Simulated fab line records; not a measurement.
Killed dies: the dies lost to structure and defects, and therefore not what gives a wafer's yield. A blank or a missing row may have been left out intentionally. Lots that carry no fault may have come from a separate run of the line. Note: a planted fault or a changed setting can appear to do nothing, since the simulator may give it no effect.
Problem report, 8D (eight disciplines) form, completed by code ; flow sky130 ; the parts of the form that need people (team, actions taken, sign-off) are left out

## 1. THE PROBLEM
POLY_GATE_CVD_00_THK at SKY_POLY_GATE_THK_MEAS_01 reads a mean of 156.8 nm on 3 wafers of 1 lot; wafers without a fault read 180.0 nm with a standard deviation of 1.7. Relative to the usual mean, that is a shift of -14 standard deviations.
The first sign was on wafer L502.2 at day 20 20:47, on filmMetro-04. At this step, 39 wafers from 13 lots have a number in the record. The rule behind "out" and "out of limits": a value lying over 4 standard deviations away from the usual mean. All remaining wafers that have a number are taken as sound.

## 2. WHAT THIS IS AND IS NOT
question;is;is not
which readings at this step;POLY_GATE_CVD_00_THK;-
which lots;L502;L485, L486, L487, L488, L489, L491, L492, L493, L494, L495, L496, L497
which wafers of those lots;all that have a number;-
read on which gauges;filmMetro-04;filmMetro-02, filmMetro-03
when;from day 20 20:47;up to then (36 sound wafers)

## 3. THE SUSPECTS, EACH WITH WHAT RULES IT OUT
Counting: a tool at a process step up to the reading stays a suspect if it ran every lot that is out and no sound lot after the first of them.
- ruled out: the gauge at SKY_POLY_GATE_THK_MEAS_01. All the wafers that are out were read on filmMetro-04, but those of them that SKY_POLY_GATE_CVD_00 has rows for are out there too, on other tools.
- lpcvd-01 at SKY_POLY_GATE_CVD_00 (deposits poly-Si, target thk 180 nm, time 720 s): kept. It ran the lot that is out, L502 (day 20 19:34), and no sound lot after that; its last sound lot up to then is L497 (day 18 08:51). Its own readings are out on those wafers: spikeTcBottomC, spikeTcLowerC, spikeTcUpperC, susceptorTempC.
After counting, what remains is lpcvd-01 at SKY_POLY_GATE_CVD_00.

## 4. THE CAUSE (what the simulator had put in)
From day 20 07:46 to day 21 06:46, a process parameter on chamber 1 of lpcvd-01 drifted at SKY_POLY_GATE_CVD_00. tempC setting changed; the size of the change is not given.
Counting left only this tool.

## 5. THE CHAIN OF EFFECTS, in route order
Each row: a reading whose mean over the struck wafers that have a number lies more than 3 standard deviations from the usual. Readings are gone through only where the record gives a usual standard deviation; hours: the median, over the lots, of the time from a lot's start at the first step in this table giving one to that lot's start at this step; sigmas: the change measured in usual standard deviations.
hours;step;reading;usual;on struck wafers;change;sigmas
0;SKY_POLY_GATE_CVD_00;spikeTcBottomC;638.1 C;633.0;-5.1;-5.1
0;SKY_POLY_GATE_CVD_00;spikeTcCentreC;620.7 C;616.5;-4.2;-3.5
0;SKY_POLY_GATE_CVD_00;spikeTcLowerC;620.2 C;614.2;-6.0;-6.0
0;SKY_POLY_GATE_CVD_00;spikeTcUpperC;620.9 C;615.5;-5.4;-5.7
0;SKY_POLY_GATE_CVD_00;susceptorTempC;620.02 C;614.76;-5.26;-19
1;SKY_POLY_GATE_THK_MEAS_01;POLY_GATE_CVD_00_THK;180.0 nm;156.8;-23.2;-14
65;SKY_POLY_GATE_ETCH_17;oesProductAu;0.987 a.u.;0.900;-0.087;-13
Its process steps:
- SKY_POLY_GATE_CVD_00: deposits poly-Si, target thk 180 nm, time 720 s.
- SKY_POLY_GATE_ETCH_17: etches poly-Si in HBr/Cl2, stops on SiO2, target depth 180 nm, time 70.5 s.

## 6. HOW IT WOULD HAVE BEEN CAUGHT EARLIER
13 hours passed between the start of the fault at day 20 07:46 and the first reading out of limits at a measuring or inspecting step in this record, taken at day 20 20:47.
At SKY_POLY_GATE_CVD_00, the tool's own readings (spikeTcBottomC, spikeTcLowerC, spikeTcUpperC, susceptorTempC) were out on each struck wafer the step has a row for, so an alarm limit on them would have fired on the first such wafer.
Lots out: 1; all had begun SKY_POLY_GATE_CVD_00 on lpcvd-01 by day 20 20:47. Holding the tool at that point would not have protected any of them.
